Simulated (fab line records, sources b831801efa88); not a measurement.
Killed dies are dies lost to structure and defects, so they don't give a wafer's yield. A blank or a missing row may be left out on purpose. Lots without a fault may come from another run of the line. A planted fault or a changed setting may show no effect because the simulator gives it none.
fab line records | flow gf180mcu
record lots=7 wafers=21 last_day=34
route steps=602 shown M2@362
lots that met no fault: from a run of the same line without faults
start_h: hours from the record's first day to the start of the lot's first wafer shown | wait_h: hours since the lot's step before | " the same as in the row above | L1.1+2: a row that stands for several wafers | - no value, or no start given | * or withheld: withheld | < > ~ a bound
route shown NAME@n: a module of which the file shows steps, and the number in the route of the first | usual: mean/standard deviation of fault-free wafers | same: alike in all rows | chamber/n: place in a boat | sites: the reading at each site | _std_site: their standard deviation | _edge_site: outer sites' mean less inner sites' | radius_mm: how far each site lies from the wafer's centre | mask NAME#n: copy n | behind: the tool/chamber that last shaped the wafer | hold: why the lot was held/for how many hours/how that ended | device: the transistor (n, p or np) that didn't switch | end of line: the same wafers' tests at the end of the route | a step without rows: its recipe alone | killed: dies lost to structure and defects at the first sort, not the wafer's yield | map: a wafer's dies, x killed, . not, _ none there
set.NAME: the setting as run; set.NAME@STEP: as run at that earlier step | model.NAME: the simulator's own value behind a step, which no gauge read
lots at some steps of the route; a table a step, a row a wafer
services: from which hour (start_h, from the record's first day; less than 0 if before it) a tool's chamber was out of use, for how many hours, and why
## steps
# step GF_M2_SPUTTER_00
# recipe material=Ti target_thk_nm=37.5 arriving_ion_energy_ev=80 substrate_temp_c=200 chamber_pressure_pa=2 power_w=4000 time_s=150
# usual throttle_valve_pct=29.3/0.81
# columns lot.wafer tool chamber start_h wait_h throttle_valve_pct
L389.2 pvd_sputter-03 - 419.41 0.2 28.1
L389.5 " - " " 28.3
L389.6 " - " " 28.8
L397.1 pvd_sputter-02 - 496.62 0.2 28.4
L397.3 " - " " 29.8
L397.5 " - " " 28.8
L403.1 pvd_sputter-04 - 548.11 0.2 29.4
L403.5 " - " " 29.7
L403.6 " - " " 29.1
L404.3 pvd_sputter-02 - 556.92 0.2 28.9
L404.4 " - " " 30.0
L404.6 " - " " 30.5
L405.1 pvd_sputter-04 - 560.06 0.2 29.5
L405.4 " - " " 30.5
L405.6 " - " " 29.5
L408.4 pvd_sputter-02 - 583.86 0.2 28.7
L408.5 " - " " 28.5
L408.6 " - " " 30.0
L411.1 pvd_sputter-04 - 603.35 0.1 30.1
L411.3 " - " " 29.6
L411.5 " - " " 29.2
# step GF_M2_SPUTTER_01
# recipe material=TiN target_thk_nm=30 power_w=6500 time_s=25 chamber_pressure_pa=0.4
# usual throttle_valve_pct=29.3/0.83
# columns lot.wafer tool chamber start_h wait_h throttle_valve_pct
L389.2 pvd_sputter-03 - 419.51 0.1 28.3
L389.5 " - " " 28.0
L389.6 " - " " 29.2
L397.1 pvd_sputter-02 - 496.72 0.1 28.6
L397.3 " - " " 29.9
L397.5 " - " " 28.6
L403.1 pvd_sputter-04 - 548.21 0.1 29.7
L403.5 " - " " 29.7
L403.6 " - " " 29.1
L404.3 pvd_sputter-02 - 557.02 0.1 28.5
L404.4 " - " " 30.0
L404.6 " - " " 30.3
L405.1 pvd_sputter-04 - 560.16 0.1 29.5
L405.4 " - " " 30.3
L405.6 " - " " 29.3
L408.4 pvd_sputter-02 - 583.96 0.1 28.6
L408.5 " - " " 28.5
L408.6 " - " " 30.3
L411.1 pvd_sputter-04 - 603.45 0.1 30.6
L411.3 " - " " 29.3
L411.5 " - " " 29.3
# step GF_M2_SPUTTER_02
# recipe material=AlCu target_thk_nm=450 power_w=10600 time_s=23.9 chamber_pressure_pa=0.4
# usual throttle_valve_pct=29.3/0.82
# columns lot.wafer tool chamber start_h wait_h throttle_valve_pct
L389.2 pvd_sputter-03 - 419.54 0.0 28.3
L389.5 " - " " 28.3
L389.6 " - " " 28.7
L397.1 pvd_sputter-02 - 496.75 0.0 28.7
L397.3 " - " " 30.1
L397.5 " - " " 28.5
L403.1 pvd_sputter-04 - 548.24 0.0 29.5
L403.5 " - " " 29.6
L403.6 " - " " 28.9
L404.3 pvd_sputter-02 - 557.05 0.0 28.8
L404.4 " - " " 30.0
L404.6 " - " " 30.7
L405.1 pvd_sputter-04 - 560.19 0.0 29.7
L405.4 " - " " 30.6
L405.6 " - " " 29.5
L408.4 pvd_sputter-02 - 583.99 0.0 28.3
L408.5 " - " " 28.7
L408.6 " - " " 30.1
L411.1 pvd_sputter-04 - 603.48 0.0 30.2
L411.3 " - " " 29.6
L411.5 " - " " 29.6
# step GF_M2_SPUTTER_03
# recipe material=Ti target_thk_nm=10 substrate_temp_c=300 chamber_pressure_pa=0.3 power_w=3000 time_s=6.7
# usual throttle_valve_pct=29.3/0.83
# columns lot.wafer tool chamber start_h wait_h throttle_valve_pct
L389.2 pvd_sputter-03 - 419.57 0.0 28.5
L389.5 " - " " 28.1
L389.6 " - " " 29.0
L397.1 pvd_sputter-02 - 496.78 0.0 28.5
L397.3 " - " " 29.9
L397.5 " - " " 28.7
L403.1 pvd_sputter-04 - 548.27 0.0 29.5
L403.5 " - " " 29.7
L403.6 " - " " 28.9
L404.3 pvd_sputter-02 - 557.08 0.0 28.6
L404.4 " - " " 30.0
L404.6 " - " " 30.6
L405.1 pvd_sputter-04 - 560.22 0.0 29.5
L405.4 " - " " 30.0
L405.6 " - " " 29.2
L408.4 pvd_sputter-02 - 584.02 0.0 28.5
L408.5 " - " " 28.6
L408.6 " - " " 30.2
L411.1 pvd_sputter-04 - 603.51 0.0 30.8
L411.3 " - " " 29.8
L411.5 " - " " 29.6
# step GF_M2_SPUTTER_04
# recipe material=TiN target_thk_nm=50 power_w=6500 time_s=41.7 chamber_pressure_pa=0.4
# usual throttle_valve_pct=29.3/0.81
# columns lot.wafer tool chamber start_h wait_h throttle_valve_pct
L389.2 pvd_sputter-03 - 419.59 0.0 28.2
L389.5 " - " " 28.2
L389.6 " - " " 29.1
L397.1 pvd_sputter-02 - 496.80 0.0 28.8
L397.3 " - " " 30.0
L397.5 " - " " 28.6
L403.1 pvd_sputter-04 - 548.29 0.0 29.2
L403.5 " - " " 29.6
L403.6 " - " " 28.6
L404.3 pvd_sputter-02 - 557.10 0.0 28.7
L404.4 " - " " 30.1
L404.6 " - " " 30.3
L405.1 pvd_sputter-04 - 560.24 0.0 29.3
L405.4 " - " " 30.3
L405.6 " - " " 29.4
L408.4 pvd_sputter-02 - 584.04 0.0 28.7
L408.5 " - " " 28.8
L408.6 " - " " 29.7
L411.1 pvd_sputter-04 - 603.53 0.0 30.2
L411.3 " - " " 29.5
L411.5 " - " " 29.7
# step GF_M2_RS_MEAS_05
# recipe thk_meas_gauge=four-point-probe reads=TiN_of_M2_SPUTTER_04+Ti_of_M2_SPUTTER_03+AlCu_of_M2_SPUTTER_02+TiN_of_M2_SPUTTER_01+Ti_of_M2_SPUTTER_00
# usual M2_ALCU_RS=0.0696/0.0007
# columns lot.wafer tool chamber start_h wait_h M2_ALCU_RS[ohm/sq]
L389.2 film_metro-01 - 419.65 0.0 0.0682
L389.5 " - " " 0.0688
L389.6 " - " " 0.0698
L397.1 film_metro-02 - 496.84 0.0 0.0700
L397.3 " - " " 0.0709
L397.5 " - " " 0.0694
L403.1 film_metro-01 - 548.33 0.0 0.0704
L403.5 " - " " 0.0693
L403.6 " - " " 0.0703
L404.3 film_metro-02 - 557.18 0.1 0.0712
L404.4 " - " " 0.0703
L404.6 " - " " 0.0705
L405.1 film_metro-03 - 560.28 0.0 0.0699
L405.4 " - " " 0.0700
L405.6 " - " " 0.0689
L408.4 film_metro-02 - 584.14 0.1 0.0703
L408.5 " - " " 0.0700
L408.6 " - " " 0.0694
L411.1 film_metro-03 - 603.57 0.0 0.0703
L411.3 " - " " 0.0689
L411.5 " - " " 0.0689
# step GF_M2_THK_MEAS_06
# recipe thk_meas_gauge=xrf reads=AlCu_of_M2_SPUTTER_02
# usual M2_ALCU_THK=450/4.9
# columns lot.wafer tool chamber start_h wait_h M2_ALCU_THK[nm]
L389.2 film_metro-01 - 419.76 0.1 467
L389.5 " - " " 463
L389.6 " - " " 452
L397.1 film_metro-02 - 496.96 0.1 451
L397.3 " - " " 445
L397.5 " - " " 451
L403.1 film_metro-01 - 548.45 0.1 447
L403.5 " - " " 453
L403.6 " - " " 445
L404.3 film_metro-02 - 557.28 0.1 440
L404.4 " - " " 446
L404.6 " - " " 445
L405.1 film_metro-03 - 560.40 0.1 446
L405.4 " - " " 445
L405.6 " - " " 452
L408.4 film_metro-02 - 584.23 0.1 446
L408.5 " - " " 448
L408.6 " - " " 452
L411.1 film_metro-03 - 603.69 0.1 443
L411.3 " - " " 453
L411.5 " - " " 452
# step GF_M2_DEHYDRATE_07
# recipe temp_c=200 time_s=60
# step GF_M2_HMDS_08
# recipe prime_time_s=60 prime_temp_c=120
# step GF_M2_COAT_09
# recipe resist=KrF spin_rpm=withheld resist_thk_nm=1000
# step GF_M2_SOFTBAKE_10
# recipe temp_c=130 time_s=60 resist=KrF
# step GF_M2_EXPOSE_11
# recipe mask_id=Metal2 target_cd_nm=280 na=0.68 source_shape=conventional sigma_outer=0.6 dose_mj=28
# step GF_M2_PEB_12
# recipe peb_temp_c=135 peb_time_s=90 resist=KrF
# usual chill_plate_temp_C=23.01/0.12 exhaust_pa=45.0/0.83 peb_time_s=90/0
# columns lot.wafer tool chamber start_h wait_h chill_plate_temp_C exhaust_pa peb_time_s
L389.2 litho_track-03 0 442.98 - 22.92 45.7 90
L389.5 " 0 " " 23.06 45.3 90
L389.6 " 0 " " 23.07 47.0 90
L397.1 litho_track-02 0 519.75 - 23.19 46.0 90
L397.3 " 0 " " 23.06 45.6 90
L397.5 " 0 " " 22.95 45.0 90
L403.1 litho_track-02 - 569.65 - - - -
L403.5 " - " " - - -
L403.6 " - " " - - -
L404.3 litho_track-04 - 577.93 - - - -
L404.4 " - " " - - -
L404.6 " - " " - - -
L405.1 litho_track-02 - 581.30 - - - -
L405.4 " - " " - - -
L405.6 " - " " - - -
L408.4 litho_track-03 0 605.24 - 23.18 44.4 90
L408.5 " 0 " " 22.98 44.7 90
L408.6 " 0 " " 23.21 45.5 90
L411.1 litho_track-02 0 623.69 - 23.13 44.0 90
L411.3 " 0 " " 23.01 43.3 90
L411.5 " 0 " " 23.09 44.9 90
# step GF_M2_DEVELOP_13
# recipe develop_time_s=60 dev_temp_c=21
## services
# columns tool chamber start_h hours kind
pvd_sputter-03 - 498.31 9.0 repair
pvd_sputter-04 - 525.69 0.6 repair
pvd_sputter-03 - 543.99 0.9 repair
pvd_sputter-04 - 564.66 2.9 repair
pvd_sputter-03 - 582.79 2.5 repair
pvd_sputter-02 - 592.74 3.1 repair
## key
first_sign step=GF_M2_PEB_12 reading=tool_record direction=missing
effect none on later readings
met_at GF_M2_PEB_12
struck_wafers L403.1,L403.5,L403.6,L404.3,L404.4,L404.6,L405.1,L405.4,L405.6
later_rows_left_out L403.1,L403.5,L403.6,L404.3,L404.4,L404.6,L405.1,L405.4,L405.6
sort_left_out L403.1,L403.5,L403.6,L404.3,L404.4,L404.6,L405.1,L405.4,L405.6
onset_between 519.75 569.65
fault kind=skipped_step_whole tool=litho_track-02,litho_track-04 chamber=- onset_h=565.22 steps=GF_M2_PEB_12 scope=struck_lots_only
# sort_left_out: the simulated sort isn't trusted on such a fault, so these wafers' sort isn't shown, and their yield isn't known
# later_rows_left_out: the simulator's readings of these wafers behind a module that went badly wrong aren't trusted and aren't shown, but for the sort
